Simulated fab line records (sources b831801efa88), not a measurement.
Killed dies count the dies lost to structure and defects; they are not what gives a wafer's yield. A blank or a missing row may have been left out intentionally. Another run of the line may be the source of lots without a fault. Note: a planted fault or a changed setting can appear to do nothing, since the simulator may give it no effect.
fab line records	flow sky130
record lots=13	wafers=39	last-day=50
route steps=708 shown VT_ADJUST_HVTP@95 CAP2M@603 VIA4@658 METAL5@666 PAD_OPEN@708
lots that met no fault: from a run of the same line without faults
start-h: start of the lot's first displayed wafer, in hours after the record's first day	wait-h: hours from the lot's prior step to this one	" unchanged from the row above	L1.1+2: one row covering several wafers at once	- no value, or no start given	* or withheld: withheld	< > ~ a bound
route shown NAME@n: names a module that has steps shown in the file, with the first one's number in the route	usual: mean and standard deviation over wafers with no fault	same: alike in all rows	chamber/n: place in a boat	sites: each site's reading	_std_site: their standard deviation	_edge_site: mean of outer sites minus mean of inner sites	radius-mm: for every site, how far away it sits from the centre of the wafer	mask NAME#n: copy n	behind: tool/chamber where the wafer was last shaped	hold: why the lot was held/for how many hours/how that ended	device: which transistor (n, p or np) failed to switch	end of line: at the end of the route, the tests of the same wafers	a step without rows: its recipe alone	killed: not the wafer's yield, but the dies lost to structure and defects at the first sort	map: a wafer's dies, marking killed ones x, the rest . and places with no die _
set.NAME: the setting the step ran with; set.NAME@STEP: the setting that earlier step ran with	model.NAME: the simulator's own value behind a step, which no gauge read
steps of the route over a sample of lots; a table a step, a row a wafer
services: when a tool's chamber went out of use (start-h, in hours from the record's first day, below 0 if earlier), for how many hours, and the reason
## steps
# step SKY_VT_ADJUST_HVTP_STRIP_10
# recipe chemistry=O2/N2	power-w=1400	pressure-mtorr=1500	platen-temp-c=withheld	o2-flow-sccm=3000	n2-flow-sccm=300	overash-fraction=0.5
# usual chamber-pressure-mTorr=1499.9/1.3	drypump-motor-current-A=5.7/0.45	oes-product-au=0.716/0.0043	strip-time-to-endpoint-s=14.20/0.038
lot.wafer	tool	chamber	start-h	wait-h	chamber-pressure-mTorr	drypump-motor-current-A	oes-product-au	rf-hours-counter-h	strip-time-to-endpoint-s
L406.2	plasma-asher-04	0	126.60	0.1	1499.8	6.2	0.711	32	14.16
L406.4	"	1	"	"	1500.3	6.0	0.713	-	14.16
L406.6	"	1	"	"	1501.1	6.1	0.714	-	14.19
L407.2	plasma-asher-02	0	131.20	0.1	1501.9	6.1	0.723	46	14.19
L407.4	"	1	"	"	1500.2	5.7	0.710	-	14.20
L407.6	"	0	"	"	1497.5	6.1	0.710	-	14.20
L408.2	plasma-asher-02	0	133.23	0.1	1500.2	6.1	0.716	47	14.11
L408.3	"	0	"	"	1501.0	6.1	0.720	-	14.18
L408.5	"	0	"	"	1500.5	6.1	0.720	-	14.17
L409.1	plasma-asher-01	1	139.88	0.1	1500.0	5.9	0.716	46	14.18
L409.3	"	0	"	"	1500.8	5.0	0.721	-	14.15
L409.5	"	1	"	"	1500.4	5.9	0.717	-	14.15
L410.1	plasma-asher-01	0	148.75	0.1	1497.9	5.0	0.716	47	14.19
L410.4	"	0	"	"	1497.7	5.0	0.725	-	14.20
L410.6	"	0	"	"	1499.1	5.0	0.722	-	14.21
L412.1	plasma-asher-04	0	159.28	0.1	1498.6	6.2	0.718	32	14.22
L412.4	"	1	"	"	1500.2	6.1	0.713	-	14.22
L412.5	"	0	"	"	1501.0	6.2	0.720	-	14.23
L415.2	plasma-asher-04	0	178.83	0.1	1498.5	6.2	0.718	34	14.14
L415.4	"	0	"	"	1500.0	6.2	0.709	-	14.18
L415.5	"	1	"	"	1497.6	6.1	0.716	-	14.15
L416.3	plasma-asher-01	0	183.03	0.1	1499.2	5.1	0.717	-	14.16
L416.4	"	1	"	"	1500.9	5.9	0.715	-	14.13
L416.5	"	1	"	"	1497.4	5.9	0.710	-	14.15
L417.2	plasma-asher-01	0	191.10	0.1	1498.7	5.0	0.706	51	14.18
L417.3	"	0	"	"	1500.5	5.0	0.720	-	14.19
L417.4	"	1	"	"	1500.2	5.9	0.711	-	14.17
L420.3	plasma-asher-02	1	209.98	0.1	1499.3	5.7	0.713	-	14.24
L420.4	"	0	"	"	1498.1	6.1	0.719	-	14.22
L420.6	"	0	"	"	1499.0	6.1	0.709	-	14.24
L426.2	plasma-asher-02	0	252.28	0.1	1499.8	6.1	0.723	59	14.24
L426.5	"	1	"	"	1501.9	5.7	0.722	-	14.22
L426.6	"	0	"	"	1501.1	6.1	0.722	-	14.18
L428.1	plasma-asher-01	0	262.59	0.1	1500.0	5.1	0.716	58	14.25
L428.4	"	1	"	"	1501.1	5.8	0.720	-	14.25
L428.6	"	0	"	"	1500.8	5.1	0.715	-	14.24
L429.2	plasma-asher-01	1	268.00	0.1	1499.3	5.8	0.715	59	14.21
L429.5	"	1	"	"	1499.6	5.8	0.713	-	14.19
L429.6	"	0	"	"	1501.3	5.1	0.715	-	14.17
# step SKY_CAP2M_CVD_00
# recipe material=SiO2	target-thk-nm=15.5	temp-c=400	time-s=withheld	rf-w=450
# usual heater-power-w=726/63
lot.wafer	tool	chamber	start-h	wait-h	heater-power-w
L406.2	pecvd-04	0	931.87	0.0	771
L406.4	"	0	"	"	774
L406.6	"	2	"	"	713
L407.2	pecvd-01	2	939.81	0.0	623
L407.4	"	0	"	"	662
L407.6	"	2	"	"	620
L408.2	pecvd-03	1	941.37	0.0	720
L408.3	"	0	"	"	790
L408.5	"	0	"	"	792
L409.1	pecvd-03	2	947.87	0.0	695
L409.3	"	0	"	"	840
L409.5	"	0	"	"	845
L410.1	pecvd-01	0	959.92	0.0	654
L410.4	"	2	"	"	735
L410.6	"	1	"	"	719
L412.1	pecvd-01	1	971.35	0.0	707
L412.4	"	2	"	"	648
L412.5	"	1	"	"	713
L415.2	pecvd-03	1	994.59	0.0	659
L415.4	"	2	"	"	637
L415.5	"	0	"	"	745
L416.3	pecvd-03	2	1000.22	0.0	723
L416.4	"	0	"	"	839
L416.5	"	2	"	"	712
L417.2	pecvd-01	2	1011.21	0.0	723
L417.3	"	0	"	"	638
L417.4	"	2	"	"	720
L420.3	pecvd-03	1	1027.09	0.0	722
L420.4	"	0	"	"	885
L420.6	"	1	"	"	713
L426.2	pecvd-03	2	1066.05	0.0	675
L426.5	"	1	"	"	703
L426.6	"	0	"	"	844
L428.1	pecvd-01	1	1079.65	0.0	710
L428.4	"	2	"	"	713
L428.6	"	0	"	"	627
L429.2	pecvd-03	1	1086.32	0.0	740
L429.5	"	2	"	"	677
L429.6	"	1	"	"	759
# step SKY_VIA4_RS_MEAS_19
# recipe thk-meas-gauge=four-point-probe	reads=W_of_VIA4_CVD_18+TiN_of_VIA4_SPUTTER_17
# usual VIA4_W_RS=0.2250/0.0024
lot.wafer	tool	chamber	start-h	wait-h	VIA4_W_RS[ohm/sq]
L406.2	film-metro-03	-	1007.01	0.1	0.2242
L406.4	"	-	"	"	0.2202
L406.6	"	-	"	"	0.2267
L407.2	film-metro-01	-	1014.63	0.1	0.2209
L407.4	"	-	"	"	0.2237
L407.6	"	-	"	"	0.2196
L408.2	film-metro-02	-	1016.89	0.1	0.2328
L408.3	"	-	"	"	0.2292
L408.5	"	-	"	"	0.2259
L409.1	film-metro-01	-	1022.45	0.1	0.2257
L409.3	"	-	"	"	0.2278
L409.5	"	-	"	"	0.2290
L410.1	film-metro-01	-	1031.78	0.1	0.2249
L410.4	"	-	"	"	0.2257
L410.6	"	-	"	"	0.2283
L412.1	film-metro-03	-	1043.90	0.1	0.2248
L412.4	"	-	"	"	0.2207
L412.5	"	-	"	"	0.2258
L415.2	film-metro-01	-	1066.41	0.1	0.2244
L415.4	"	-	"	"	0.2280
L415.5	"	-	"	"	0.2261
L416.3	film-metro-02	-	1071.32	0.1	0.2304
L416.4	"	-	"	"	0.2270
L416.5	"	-	"	"	0.2272
L417.2	film-metro-03	-	1080.66	0.1	0.2239
L417.3	"	-	"	"	0.2236
L417.4	"	-	"	"	0.2225
L420.3	film-metro-02	-	1096.33	0.1	0.2271
L420.4	"	-	"	"	0.2260
L420.6	"	-	"	"	0.2300
L426.2	film-metro-03	-	1130.97	0.1	0.2265
L426.5	"	-	"	"	0.2258
L426.6	"	-	"	"	0.2242
L428.1	film-metro-01	-	1141.09	0.1	0.2255
L428.4	"	-	"	"	0.2249
L428.6	"	-	"	"	0.2258
L429.2	film-metro-01	-	1147.33	0.1	0.2222
L429.5	"	-	"	"	0.2240
L429.6	"	-	"	"	0.2238
# step SKY_METAL5_RS_MEAS_05
# recipe thk-meas-gauge=four-point-probe	reads=TiN_of_METAL5_SPUTTER_04+Ti_of_METAL5_SPUTTER_03+AlCu_of_METAL5_SPUTTER_02+TiN_of_METAL5_SPUTTER_01+Ti_of_METAL5_SPUTTER_00
# usual METAL5_ALCU_RS=0.02706/0.00019
lot.wafer	tool	chamber	start-h	wait-h	METAL5_ALCU_RS[ohm/sq]
L406.2	film-metro-02	-	1007.66	0.0	0.02696
L406.4	"	-	"	"	0.02723
L406.6	"	-	"	"	0.02705
L407.2	film-metro-01	-	1015.27	0.0	0.02685
L407.4	"	-	"	"	0.02688
L407.6	"	-	"	"	0.02685
L408.2	film-metro-01	-	1017.53	0.0	0.02726
L408.3	"	-	"	"	0.02734
L408.5	"	-	"	"	0.02719
L409.1	film-metro-04	-	1023.10	0.0	0.02693
L409.3	"	-	"	"	0.02679
L409.5	"	-	"	"	0.02694
L410.1	film-metro-02	-	1032.42	0.0	0.0269
L410.4	"	-	"	"	0.02713
L410.6	"	-	"	"	0.02715
L412.1	film-metro-01	-	1044.55	0.0	0.02746
L412.4	"	-	"	"	0.02717
L412.5	"	-	"	"	0.02744
L415.2	film-metro-04	-	1067.06	0.0	0.0271
L415.4	"	-	"	"	0.02703
L415.5	"	-	"	"	0.02699
L416.3	film-metro-01	-	1071.97	0.1	0.02678
L416.4	"	-	"	"	0.02685
L416.5	"	-	"	"	0.02702
L417.2	film-metro-02	-	1081.46	0.0	0.02676
L417.3	"	-	"	"	0.0267
L417.4	"	-	"	"	0.02671
L420.3	film-metro-01	-	1096.98	0.1	0.0272
L420.4	"	-	"	"	0.02697
L420.6	"	-	"	"	0.02713
L426.2	film-metro-04	-	1131.61	0.0	0.0274
L426.5	"	-	"	"	0.02738
L426.6	"	-	"	"	0.02718
L428.1	film-metro-02	-	1141.74	0.0	0.02702
L428.4	"	-	"	"	0.02692
L428.6	"	-	"	"	0.02693
L429.2	film-metro-04	-	1147.98	0.0	0.02703
L429.5	"	-	"	"	0.02719
L429.6	"	-	"	"	0.02699
# step SKY_PAD_OPEN_PROBE_99
# usual killed_at_M0_to_M3=44/7.2	killed_at_M4_up=3.5/1.8	killed-at-contacts=25/5.1	killed-at-front-end=14/4.4	killed-at-other=0.4/0.58	killed-dies=87/9.1	killed-open=48/6.9	killed-short=38/6.3
# same gross-dies=492	killed-at-back-side=0
lot.wafer	tool	chamber	start-h	wait-h	killed_at_M0_to_M3	killed_at_M4_up	killed-at-contacts	killed-at-front-end	killed-at-other	killed-dies	killed-open	killed-short
L406.2	prober-02	-	1077.25	0.1	48	3	34	16	0	101	70	30
L406.4	prober-02	-	1077.35	0.2	44	0	25	17	0	86	58	28
L406.6	prober-02	-	1077.45	0.2	35	5	27	16	0	83	37	46
L407.2	prober-01	-	1085.05	0.1	41	5	16	12	0	74	42	32
L407.4	prober-01	-	1085.15	0.2	30	4	20	12	1	67	37	30
L407.6	prober-01	-	1085.25	0.2	44	6	20	19	1	90	48	42
L408.2	prober-02	-	1087.03	0.1	41	8	24	23	1	97	48	48
L408.3	prober-02	-	1087.08	0.2	52	3	25	14	0	94	51	43
L408.5	prober-02	-	1087.18	0.2	42	5	30	8	1	86	52	33
L409.1	prober-01	-	1091.55	0.1	42	3	21	17	0	83	43	40
L409.3	prober-01	-	1091.65	0.2	38	4	25	12	0	79	47	32
L409.5	prober-01	-	1091.75	0.2	40	7	25	16	0	88	43	45
L410.1	prober-02	-	1099.01	0.1	40	6	18	19	0	83	45	38
L410.4	prober-02	-	1099.16	0.2	52	5	24	17	0	98	55	43
L410.6	prober-02	-	1099.26	0.2	45	3	23	9	1	81	43	38
L412.1	prober-02	-	1111.44	0.1	36	3	32	15	0	86	50	36
L412.4	prober-02	-	1111.59	0.2	55	3	23	19	0	100	52	48
L412.5	prober-02	-	1111.64	0.2	46	0	19	15	0	80	41	39
L415.2	prober-01	-	1131.41	0.1	46	2	15	15	0	78	46	32
L415.4	prober-01	-	1131.51	0.2	39	1	26	19	0	85	47	38
L415.5	prober-01	-	1131.56	0.2	43	2	30	17	1	93	51	41
L416.3	prober-02	-	1136.61	0.2	40	2	27	51	1	121	54	31
L416.4	prober-02	-	1136.66	0.2	40	2	25	8	0	75	41	34
L416.5	prober-02	-	1136.71	0.2	47	4	29	15	1	96	58	38
L417.2	prober-02	-	1143.20	0.1	49	3	24	46	0	122	46	38
L417.3	prober-02	-	1143.25	0.2	30	2	24	53	1	110	41	29
L417.4	prober-02	-	1143.30	0.2	48	2	36	8	0	94	50	44
L420.3	prober-01	-	1157.64	0.2	37	4	26	13	0	80	44	36
L420.4	prober-01	-	1157.69	0.2	49	4	25	26	0	104	51	51
L420.6	prober-01	-	1157.79	0.2	62	3	23	12	0	100	59	41
L426.2	prober-01	-	1187.70	0.1	30	2	30	17	0	79	38	41
L426.5	prober-01	-	1187.85	0.2	48	4	19	7	0	78	37	41
L426.6	prober-01	-	1187.90	0.2	45	6	22	6	1	80	47	33
L428.1	prober-01	-	1195.86	0.1	44	5	23	15	0	87	48	39
L428.4	prober-01	-	1196.01	0.2	53	6	29	15	0	103	54	49
L428.6	prober-01	-	1196.11	0.2	41	2	27	24	0	94	49	45
L429.2	prober-02	-	1200.71	0.1	39	4	19	14	1	77	39	38
L429.5	prober-02	-	1200.86	0.2	37	2	33	15	1	88	44	44
L429.6	prober-02	-	1200.91	0.2	42	3	27	11	0	83	45	38
# killed by level:class
L406.2 CONTACT:geometric-particle:open=16 VIA1:geometric-particle:open=15 VIA3:geometric-particle:open=12 LI_CONTACT:geometric-particle:open=8 VIA1:geometric-particle:short=5 LOCAL_INTERCONNECT:geometric-particle:short=4 METAL2:geometric-particle:short=4 FIELD_ISO:geometric-particle:open=3
L406.4 VIA3:geometric-particle:open=10 CONTACT:geometric-particle:open=9 LI_CONTACT:geometric-particle:open=8 VIA2:geometric-particle:open=7 VIA1:geometric-particle:open=7 FIELD_ISO:geometric-particle:open=6 VIA1:geometric-particle:short=5 METAL2:geometric-particle:short=4
L406.6 CONTACT:geometric-particle:open=9 CONTACT:geometric-particle:short=8 METAL2:geometric-particle:short=8 METAL1:geometric-particle:short=7 VIA1:geometric-particle:open=7 POLY_GATE:geometric-particle:open=6 LI_CONTACT:geometric-particle:open=5 METAL4:geometric-particle:short=5
L407.2 VIA1:geometric-particle:open=14 VIA1:geometric-particle:short=7 LI_CONTACT:geometric-particle:open=6 CONTACT:geometric-particle:open=6 METAL1:geometric-particle:short=5 POLY_GATE:geometric-particle:open=4 VIA2:geometric-particle:open=4 POLY_GATE:geometric-particle:short=3
L407.4 CONTACT:geometric-particle:open=11 VIA1:geometric-particle:open=6 FIELD_ISO:geometric-particle:open=5 METAL1:geometric-particle:short=5 CONTACT:geometric-particle:short=4 VIA1:geometric-particle:short=4 VIA3:geometric-particle:open=4 FIELD_ISO:geometric-particle:short=3
L407.6 METAL1:geometric-particle:short=7 FIELD_ISO:geometric-particle:open=6 LI_CONTACT:geometric-particle:open=6 CONTACT:geometric-particle:short=6 VIA2:geometric-particle:open=6 VIA3:geometric-particle:open=6 VIA1:geometric-particle:open=5 CONTACT:geometric-particle:open=4
L408.2 CONTACT:geometric-particle:open=10 VIA1:geometric-particle:open=9 POLY_GATE:geometric-particle:short=8 VIA2:geometric-particle:short=8 METAL4:geometric-particle:short=8 LI_CONTACT:geometric-particle:open=7 VIA2:geometric-particle:open=7 FIELD_ISO:geometric-particle:short=4
L408.3 VIA1:geometric-particle:open=11 VIA2:geometric-particle:open=10 LI_CONTACT:geometric-particle:open=8 CONTACT:geometric-particle:short=8 METAL2:geometric-particle:short=7 CONTACT:geometric-particle:open=4 METAL1:geometric-particle:short=4 VIA1:geometric-particle:short=4
L408.5 CONTACT:geometric-particle:open=10 LI_CONTACT:geometric-particle:open=9 VIA1:geometric-particle:open=9 VIA2:geometric-particle:open=7 VIA1:geometric-particle:short=7 LOCAL_INTERCONNECT:geometric-particle:short=4 METAL2:geometric-particle:short=4 VIA3:geometric-particle:open=4
L409.1 CONTACT:geometric-particle:open=11 VIA1:geometric-particle:open=8 VIA2:geometric-particle:open=8 POLY_GATE:geometric-particle:short=7 CONTACT:geometric-particle:short=6 VIA3:geometric-particle:short=5 FIELD_ISO:geometric-particle:open=4 VIA2:geometric-particle:short=4
L409.3 LI_CONTACT:geometric-particle:open=11 VIA1:geometric-particle:open=11 CONTACT:geometric-particle:open=7 VIA2:geometric-particle:open=7 METAL2:geometric-particle:short=5 LI_CONTACT:geometric-particle:short=4 VIA3:geometric-particle:open=4 POLY_GATE:geometric-particle:short=3
L409.5 VIA2:geometric-particle:open=9 CONTACT:geometric-particle:short=7 POLY_GATE:geometric-particle:short=7 CONTACT:geometric-particle:open=7 VIA1:geometric-particle:open=7 VIA3:geometric-particle:open=7 LI_CONTACT:geometric-particle:open=5 METAL1:geometric-particle:short=5
L410.1 VIA2:geometric-particle:open=10 CONTACT:geometric-particle:open=7 VIA1:geometric-particle:short=6 FIELD_ISO:geometric-particle:short=5 LI_CONTACT:geometric-particle:open=5 VIA1:geometric-particle:open=5 POLY_GATE:geometric-particle:short=4 POLY_GATE:geometric-particle:open=4
L410.4 VIA2:geometric-particle:open=11 VIA1:geometric-particle:open=10 LI_CONTACT:geometric-particle:open=8 METAL2:geometric-particle:short=8 CONTACT:geometric-particle:open=7 METAL4:geometric-particle:short=5 VIA3:geometric-particle:open=5 FIELD_ISO:geometric-particle:short=4
L410.6 VIA1:geometric-particle:open=10 VIA3:geometric-particle:open=9 CONTACT:geometric-particle:open=7 METAL1:geometric-particle:short=5 LI_CONTACT:geometric-particle:open=4 LOCAL_INTERCONNECT:geometric-particle:open=4 LOCAL_INTERCONNECT:geometric-particle:short=4 METAL2:geometric-particle:short=4
L412.1 CONTACT:geometric-particle:open=11 LI_CONTACT:geometric-particle:open=9 FIELD_ISO:geometric-particle:short=8 CONTACT:geometric-particle:short=7 VIA3:geometric-particle:open=7 METAL1:geometric-particle:short=7 VIA1:geometric-particle:open=7 VIA2:geometric-particle:open=6
L412.4 VIA1:geometric-particle:open=12 POLY_GATE:geometric-particle:open=7 METAL1:geometric-particle:short=7 METAL2:geometric-particle:short=7 VIA2:geometric-particle:short=7 LI_CONTACT:geometric-particle:open=6 VIA2:geometric-particle:open=6 FIELD_ISO:geometric-particle:open=5
L412.5 CONTACT:geometric-particle:open=10 VIA1:geometric-particle:open=9 FIELD_ISO:geometric-particle:short=6 METAL1:geometric-particle:short=5 VIA1:geometric-particle:short=5 METAL2:geometric-particle:short=5 VIA3:geometric-particle:open=5 FIELD_ISO:geometric-particle:open=4
L415.2 VIA2:geometric-particle:open=12 VIA3:geometric-particle:open=9 VIA1:geometric-particle:open=6 FIELD_ISO:geometric-particle:open=5 LOCAL_INTERCONNECT:geometric-particle:short=5 CONTACT:geometric-particle:open=4 VIA3:geometric-particle:short=4 VIA1:geometric-particle:short=4
L415.4 VIA1:geometric-particle:open=9 METAL2:geometric-particle:short=8 CONTACT:geometric-particle:open=7 FIELD_ISO:geometric-particle:open=6 LI_CONTACT:geometric-particle:open=6 VIA3:geometric-particle:open=5 CONTACT:geometric-particle:short=5 VIA2:geometric-particle:open=5
L415.5 CONTACT:geometric-particle:open=12 VIA1:geometric-particle:open=9 CONTACT:geometric-particle:short=8 LOCAL_INTERCONNECT:geometric-particle:short=6 VIA3:geometric-particle:open=6 METAL3:geometric-particle:short=6 FIELD_ISO:geometric-particle:open=5 VIA2:geometric-particle:open=5
L416.3 VT_ADJUST_HVTP:unspecified=36 VIA1:geometric-particle:open=15 CONTACT:geometric-particle:open=10 VIA3:geometric-particle:open=9 CONTACT:geometric-particle:short=8 LI_CONTACT:geometric-particle:open=6 VIA3:geometric-particle:short=5 FIELD_ISO:geometric-particle:short=4
L416.4 VIA1:geometric-particle:open=14 CONTACT:geometric-particle:open=8 LOCAL_INTERCONNECT:geometric-particle:short=8 VIA3:geometric-particle:open=7 CONTACT:geometric-particle:short=5 METAL2:geometric-particle:short=5 VIA2:geometric-particle:open=4 FIELD_ISO:geometric-particle:open=3
L416.5 VIA1:geometric-particle:open=12 LI_CONTACT:geometric-particle:open=10 CONTACT:geometric-particle:open=9 VIA3:geometric-particle:open=8 METAL2:geometric-particle:short=7 VIA1:geometric-particle:short=6 FIELD_ISO:geometric-particle:open=5 CONTACT:geometric-particle:short=4
L417.2 VT_ADJUST_HVTP:unspecified=38 VIA1:geometric-particle:open=16 CONTACT:geometric-particle:open=9 METAL2:geometric-particle:short=7 METAL1:geometric-particle:short=7 LI_CONTACT:geometric-particle:short=5 VIA2:geometric-particle:open=5 VIA3:geometric-particle:open=5
L417.3 VT_ADJUST_HVTP:unspecified=40 LI_CONTACT:geometric-particle:open=10 CONTACT:geometric-particle:short=6 VIA1:geometric-particle:open=6 VIA3:geometric-particle:open=5 CONTACT:geometric-particle:open=4 VIA2:geometric-particle:open=4 SPACER:geometric-particle:open=3
L417.4 CONTACT:geometric-particle:open=14 VIA1:geometric-particle:open=12 METAL2:geometric-particle:short=7 CONTACT:geometric-particle:short=6 VIA2:geometric-particle:open=6 LI_CONTACT:geometric-particle:open=6 LOCAL_INTERCONNECT:geometric-particle:short=5 LI_CONTACT:geometric-particle:short=4
L420.3 LI_CONTACT:geometric-particle:open=9 METAL1:geometric-particle:short=7 VIA1:geometric-particle:open=7 CONTACT:geometric-particle:open=6 VIA3:geometric-particle:open=6 FIELD_ISO:geometric-particle:short=4 POLY_GATE:geometric-particle:short=4 LOCAL_INTERCONNECT:geometric-particle:short=4
L420.4 VIA1:geometric-particle:open=11 CONTACT:geometric-particle:open=10 FIELD_ISO:geometric-particle:short=9 FIELD_ISO:geometric-particle:open=6 CONTACT:geometric-particle:short=6 VIA2:geometric-particle:open=6 LOCAL_INTERCONNECT:geometric-particle:short=5 METAL1:geometric-particle:short=5
L420.6 VIA3:geometric-particle:open=14 CONTACT:geometric-particle:open=13 VIA2:geometric-particle:open=10 METAL1:geometric-particle:short=10 VIA1:geometric-particle:open=8 LI_CONTACT:geometric-particle:open=6 METAL2:geometric-particle:short=5 VIA2:geometric-particle:short=5
L426.2 LI_CONTACT:geometric-particle:open=10 CONTACT:geometric-particle:open=10 CONTACT:geometric-particle:short=6 METAL2:geometric-particle:short=6 VIA2:geometric-particle:open=5 FIELD_ISO:geometric-particle:open=4 FIELD_ISO:geometric-particle:short=4 VIA1:geometric-particle:open=4
L426.5 METAL2:geometric-particle:short=15 CONTACT:geometric-particle:open=9 VIA3:geometric-particle:open=8 LI_CONTACT:geometric-particle:open=5 VIA1:geometric-particle:open=5 VIA2:geometric-particle:open=5 VIA3:geometric-particle:short=4 METAL1:geometric-particle:short=4
L426.6 VIA1:geometric-particle:open=11 LI_CONTACT:geometric-particle:open=10 VIA2:geometric-particle:open=9 METAL2:geometric-particle:short=9 CONTACT:geometric-particle:open=6 METAL4:geometric-particle:short=5 LI_CONTACT:geometric-particle:short=3 LOCAL_INTERCONNECT:geometric-particle:short=3
L428.1 VIA1:geometric-particle:open=12 METAL3:geometric-particle:short=7 CONTACT:geometric-particle:open=7 VIA2:geometric-particle:open=6 LI_CONTACT:geometric-particle:open=6 FIELD_ISO:geometric-particle:short=5 VIA3:geometric-particle:open=5 LOCAL_INTERCONNECT:geometric-particle:short=4
L428.4 VIA1:geometric-particle:open=15 LI_CONTACT:geometric-particle:open=10 CONTACT:geometric-particle:short=7 LOCAL_INTERCONNECT:geometric-particle:short=6 VIA1:geometric-particle:short=6 METAL2:geometric-particle:short=6 VIA3:geometric-particle:open=6 POLY_GATE:geometric-particle:short=5
L428.6 CONTACT:geometric-particle:open=8 VIA1:geometric-particle:open=8 POLY_GATE:geometric-particle:open=7 LI_CONTACT:geometric-particle:open=7 VIA2:geometric-particle:open=7 CONTACT:geometric-particle:short=6 VIA1:geometric-particle:short=6 METAL2:geometric-particle:short=6
L429.2 VIA1:geometric-particle:open=10 METAL1:geometric-particle:short=8 FIELD_ISO:geometric-particle:open=7 CONTACT:geometric-particle:short=7 CONTACT:geometric-particle:open=6 VIA2:geometric-particle:open=6 LI_CONTACT:geometric-particle:open=5 FIELD_ISO:geometric-particle:short=4
L429.5 CONTACT:geometric-particle:open=12 VIA1:geometric-particle:open=9 LI_CONTACT:geometric-particle:open=8 POLY_GATE:geometric-particle:short=6 LOCAL_INTERCONNECT:geometric-particle:short=6 VIA2:geometric-particle:open=6 VIA1:geometric-particle:short=5 METAL2:geometric-particle:short=5
L429.6 CONTACT:geometric-particle:open=10 VIA3:geometric-particle:open=9 VIA1:geometric-particle:open=8 CONTACT:geometric-particle:short=6 METAL1:geometric-particle:short=6 LI_CONTACT:geometric-particle:open=5 VIA1:geometric-particle:short=4 LOCAL_INTERCONNECT:geometric-particle:short=4
## services
tool	chamber	start-h	hours	kind
plasma-asher-01	-	130.29	4.3	repair
pecvd-03	0	202.84	5.4	repair
pecvd-03	2	233.39	17.8	repair
pecvd-03	0	235.76	4.8	repair
pecvd-01	0	247.78	11.9	repair
pecvd-01	2	298.55	5.2	repair
pecvd-01	2	326.03	4.1	repair
pecvd-03	-	354.35	28.1	pm
pecvd-01	-	354.39	0.8	repair
plasma-asher-01	-	360.48	13.5	repair
plasma-asher-01	-	383.41	2.2	repair
plasma-asher-01	-	421.25	9.0	pm
plasma-asher-01	-	473.14	2.8	pm
pecvd-03	0	503.68	16.1	repair
pecvd-01	2	527.28	12.5	repair
pecvd-03	-	618.31	1.5	repair
pecvd-03	-	624.34	6.0	pm
pecvd-03	-	637.53	2.8	pm
plasma-asher-01	-	639.18	3.4	repair
pecvd-03	-	655.83	5.5	pm
pecvd-03	2	715.65	12.5	repair
plasma-asher-01	-	858.16	7.7	repair
pecvd-03	-	901.56	3.4	repair
pecvd-03	1	907.43	6.1	repair
## key
first-sign step=SKY_PAD_OPEN_PROBE_99	reading=killed-at-front-end	direction=up	sigmas=8.1	usual=14	struck=50
effect step=SKY_PAD_OPEN_PROBE_99	reading=killed-dies	direction=up	sigmas=3.4	usual=87	struck=118
met-at SKY_VT_ADJUST_HVTP_STRIP_10
struck-lots L416,L417
struck-wafers L416.3,L417.2,L417.3
tester-left-out L416,L417
not-acting-at SKY_CAP2M_CVD_00,SKY_VIA4_RS_MEAS_19,SKY_METAL5_RS_MEAS_05
onset-between 148.75 183.03
fault kind=chamber-particle-source	tool=plasma-asher-01	chamber=0	onset-h=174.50	steps=SKY_VT_ADJUST_HVTP_STRIP_10	rate-per-visit-cm2=0.4442	end-h=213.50
# tester-left-out: of these lots the tester's yield and bins aren't shown, on N5 and GAA mostly nor the transistor test; their killed dies are dies lost to structure and defects alone, not to doping, threshold or leakage, so they don't give the yield
